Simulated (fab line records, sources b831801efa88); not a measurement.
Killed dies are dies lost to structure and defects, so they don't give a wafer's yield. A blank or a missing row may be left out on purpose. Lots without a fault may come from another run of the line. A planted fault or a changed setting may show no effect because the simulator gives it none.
Which tool did it? | flow sky130 | 6 lots, 18 wafers sampled, at 1 step of a route of 708

WHAT THE GAUGES READ, wafer by wafer
SKY_SONOS_ONO_OVL_MEAS_14.
lot  | measured     | on         | SONOS_ONO_OVL (nm)
L406 | day 12 20:29 | overlay-02 | 0.1 0.9 0.4
L409 | day 13 21:13 | overlay-02 | -1.9 -2.7 -2.3
L412 | day 14 23:44 | overlay-01 | 0.5 -0.1 -1.0
L415 | day 15 19:54 | overlay-01 | -1.9 -0.2 -0.9
L422 | day 18 08:45 | overlay-02 | -0.2 -2.3 -3.3
L427 | day 20 02:24 | overlay-01 | 0.5 1.3 0.2

WHICH TOOL RAN EACH LOT (tool, then ch and the chambers of the sampled wafers, then the start)
The record holds no process step before these readings.

THE ANSWER, worked out from the rows above alone
Rule: what is usual is taken from the lots themselves. Put in order of their means at a reading, lots are off if they are a third of the lots or fewer, leave a main group of 4 or more, and stand apart from it by a gap of 3 or more times the standard deviation of the main group's means; of several such gaps the widest counts. A main group whose means are all the same, to the digits that the tables above print for the reading, isn't used. A lot without any number at a reading at which 4 lots or more have one is off too. The other lots that the step has rows for count as sound.
No lot is off at any reading shown: from this, nothing can be told.

WHAT THE SIMULATOR HAD PUT IN
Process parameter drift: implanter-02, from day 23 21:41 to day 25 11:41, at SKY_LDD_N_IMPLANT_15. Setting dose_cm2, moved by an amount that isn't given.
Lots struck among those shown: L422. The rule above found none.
